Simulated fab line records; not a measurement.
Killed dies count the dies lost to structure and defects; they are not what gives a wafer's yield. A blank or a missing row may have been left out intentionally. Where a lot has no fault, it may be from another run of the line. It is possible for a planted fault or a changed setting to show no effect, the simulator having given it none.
What tool caused it? || flow gf180mcu || Sampling: 6 lots, 18 wafers, 4 of 602 route steps

WHAT EACH GAUGE READ, for each wafer
GF_V5_THK_MEAS_03.
{"lot": "L815", "measured": "day 27 06:02", "on": "film-metro-03", "V5_CVD_02_THK (nm)": "1455 1456 1449"}
{"lot": "L820", "measured": "day 28 19:15", "on": "film-metro-03", "V5_CVD_02_THK (nm)": "1453 1426 1469"}
{"lot": "L823", "measured": "day 29 17:34", "on": "film-metro-01", "V5_CVD_02_THK (nm)": "1450 1426 1455"}
{"lot": "L825", "measured": "day 30 07:16", "on": "film-metro-01", "V5_CVD_02_THK (nm)": "1425 1456 1462"}
{"lot": "L830", "measured": "day 31 12:48", "on": "film-metro-03", "V5_CVD_02_THK (nm)": "1251 1234 1246"}
{"lot": "L836", "measured": "day 32 20:20", "on": "film-metro-01", "V5_CVD_02_THK (nm)": "1443 1450 1470"}

EACH LOT AND THE TOOL THAT RAN IT (in order: tool; ch and the chambers of the sampled wafers; start)
{"lot": "L815", "GF_V4_ETCH_17": "rie-diel-04 ch 0,1,2, day 27 04:56 or earlier", "GF_M5_ETCH_09": "rie-diel-03 ch 1,3, day 27 04:56", "GF_V5_CVD_02": "pecvd-03 ch 0, day 27 05:52"}
{"lot": "L820", "GF_V4_ETCH_17": "rie-diel-02 ch 1,2,3, day 28 18:20 or earlier", "GF_M5_ETCH_09": "rie-diel-03 ch 0,1,3, day 28 18:20", "GF_V5_CVD_02": "pecvd-03 ch 0,2, day 28 19:08"}
{"lot": "L823", "GF_V4_ETCH_17": "rie-diel-01 ch 0,2, day 29 16:38 or earlier", "GF_M5_ETCH_09": "rie-diel-03 ch 2,3, day 29 16:38", "GF_V5_CVD_02": "pecvd-03 ch 0,1,2, day 29 17:27"}
{"lot": "L825", "GF_V4_ETCH_17": "rie-diel-04 ch 1,2, day 30 06:23 or earlier", "GF_M5_ETCH_09": "rie-diel-02 ch 0,1,3, day 30 06:23", "GF_V5_CVD_02": "pecvd-01 ch 0,1,2, day 30 07:10"}
{"lot": "L830", "GF_V4_ETCH_17": "rie-diel-02 ch 0,1,2, day 31 11:55 or earlier", "GF_M5_ETCH_09": "rie-diel-02 ch 2,3, day 31 11:55", "GF_V5_CVD_02": "pecvd-03 ch 1,2, day 31 12:42"}
{"lot": "L836", "GF_V4_ETCH_17": "rie-diel-02 ch 0,2,3, day 32 19:23 or earlier", "GF_M5_ETCH_09": "rie-diel-04 ch 1,2,3, day 32 19:23", "GF_V5_CVD_02": "pecvd-01 ch 0,1, day 32 20:13"}
- GF_V4_ETCH_17: etches SiO2 in C4F8/O2/Ar, stops on TiN, target depth 630 nm.
- GF_M5_ETCH_09: etches Si3N4 in CF4/O2, target depth 52 nm, time 11.6 s.
- GF_V5_CVD_02: deposits SiO2 from TEOS, target thk 1450 nm, time 163.28 s.

THE ANSWER, worked out from the rows above alone
Rule: the usual values come from the lots themselves. The widest of any qualifying gaps counts: lots, ordered by their means at a reading, are off when they make up no more than a third of the lots, leave a main group of 4 or more, and stand apart from it by 3 or more times the standard deviation of that group's means. Not used: any main group whose means are identical at the precision the tables above print for the reading. Also off: a lot with no number at a reading for which 4 or more lots have one. All remaining lots with rows at the step are treated as sound.
Off: L830, at GF_V5_THK_MEAS_03 (V5_CVD_02_THK). For the main group the mean is 1450 nm and the standard deviation 3.9.
A tool fits if, at a process step before that reading, it ran every lot that is off, and no sound lot after the first of them. The gauges at GF_V5_THK_MEAS_03 are tried like those tools. GF_V4_ETCH_17 gives no start for some lots, so the hours and the order of its lots are those of GF_M5_ETCH_09. Can't be told from this: 3 tools fit, rie-diel-02 at GF_M5_ETCH_09, pecvd-03 at GF_V5_CVD_02, film-metro-03 at GF_V5_THK_MEAS_03.

WHAT THE SIMULATOR HAD INSERTED
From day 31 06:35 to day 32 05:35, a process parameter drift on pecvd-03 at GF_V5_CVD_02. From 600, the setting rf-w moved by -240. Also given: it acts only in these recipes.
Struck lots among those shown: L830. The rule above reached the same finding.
